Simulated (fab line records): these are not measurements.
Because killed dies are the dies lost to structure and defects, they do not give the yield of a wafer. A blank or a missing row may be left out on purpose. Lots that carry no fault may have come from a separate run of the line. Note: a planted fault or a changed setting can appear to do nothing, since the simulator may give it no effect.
A struck lot beside a sound one + flow sky130 + 16 out of 708 route steps
Sound: wafers L584.1, L584.3, L584.4. Wafers struck: L574.2, L574.4, L574.5. The cause is given at the end.
At each step with rows: each side's tool, then ch and its chambers, then its first start. Under that, the readings that differ: sound wafers + struck wafers + difference of the means + sigmas: that difference in standard deviations of wafers without a fault.
alike: a reading whose means differ by less than 2 such deviations, as well as words and numbers matching on both sides. not compared: withheld readings; readings where some wafer has no value; bounds like >300 that might hide an equal value; numbers whose values overlap and for which the record gives no deviation.
Wherever a step has rows on one side only, a row that says differs or no value, or a row with sigmas, the two part there. Non-overlapping numbers with no deviation appear without sigmas and do not part them. A reading missing from all wafers of one side parts the sides only when that side holds two or more wafers.

SKY_VIA1_CMP_02: polishes SiO2.
  sound on cmp-01 ch 0,2,3, day 38 06:41; struck on cmp-02 ch 0,2,3, day 35 00:59
  alike: motorCurrentA
SKY_VIA1_BOW_MEAS_03:
  sound: filmMetro-04 at day 38 06:59; struck: filmMetro-04 at day 35 01:15
  alike: VIA1_BOW
then, 8 steps without rows for these wafers: SKY_VIA1_DEHYDRATE_04 (time 60 s); SKY_VIA1_HMDS_05 (prime time 60 s); SKY_VIA1_COAT_06 (resist thk 60 nm); SKY_VIA1_COAT_07 (resist thk 450 nm); SKY_VIA1_SOFTBAKE_08 (time 90 s); SKY_VIA1_EXPOSE_09 (exposes mask VIM, target cd 150 nm); SKY_VIA1_PEB_10; SKY_VIA1_DEVELOP_11 (develop time 60 s).
SKY_VIA1_CD_MEAS_12 targets a cd of 150 nm.
  sound: cdSem-02 at day 39 07:35; struck: cdSem-01 at day 36 03:06
  alike: cdNm
SKY_VIA1_OVL_MEAS_13:
  sound: overlay-02 at day 39 07:42; struck: overlay-02 at day 36 03:12
  alike: VIA1_OVL
SKY_VIA1_ETCH_14: etches BARC in N2/H2, stops on SiO2, time 45.9 s, target depth 60 nm.
  sound on rieDiel-04 ch 0,2,3, day 39 07:44; struck on rieDiel-01 ch 0,1, day 36 03:14
| reading                                    | sound             | struck            | difference | sigmas |
|--------------------------------------------|-------------------|-------------------|------------|--------|
| rfFwdPowerW (W)                            | 495.4 495.6 493.2 | 415.8 414.9 415.7 | -79.3      | -38    |
| model.KrF-thick_of_VIA1_COAT_07.thkNm (nm) | 389.5 391.9 388.7 | 397.6 397 398.3   | +7.6       |        |
  alike: drypumpMotorCurrentA, h2FlowSccm, oesProductAu, throttleValvePct
  not compared: rfHoursCounterH
SKY_VIA1_ETCH_15: etches SiO2 in C4F8/O2/Ar, stops on TiN, target depth 351 nm, time 54 s.
  sound on rieDiel-04 ch 0,2,3, day 39 07:47; struck on rieDiel-01 ch 0,1, day 36 03:17
| reading                                    | sound             | struck            | difference | sigmas |
|--------------------------------------------|-------------------|-------------------|------------|--------|
| model.KrF-thick_of_VIA1_COAT_07.thkNm (nm) | 317.8 322.8 317.1 | 327.3 325.6 326.2 | +7.1       |        |
  alike: oesProductAu, rfFwdPowerW
  not compared: rfHoursCounterH
SKY_VIA1_STRIP_16: strips in O2/N2.
  sound on plasmaAsher-01 ch 0,1, day 39 07:49; struck on plasmaAsher-03 ch 0,1, day 36 03:19
| reading                  | sound             | struck            | difference | sigmas |
|--------------------------|-------------------|-------------------|------------|--------|
| stripTimeToEndpointS (s) | 4.409 4.462 4.402 | 4.490 4.488 4.489 | +0.065     | +2     |
  alike: drypumpMotorCurrentA, oesProductAu
  not compared: rfHoursCounterH
then, 1 step without rows for these wafers: SKY_PAD_OPEN_PROBE_99.

## WHERE THEY PART
Last at SKY_VIA1_STRIP_16 as far as this record goes, first at SKY_VIA1_ETCH_14.

WHY: the cause the simulator had injected
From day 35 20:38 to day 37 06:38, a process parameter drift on rieDiel-01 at SKY_VIA1_ETCH_14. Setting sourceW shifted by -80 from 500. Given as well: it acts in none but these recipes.
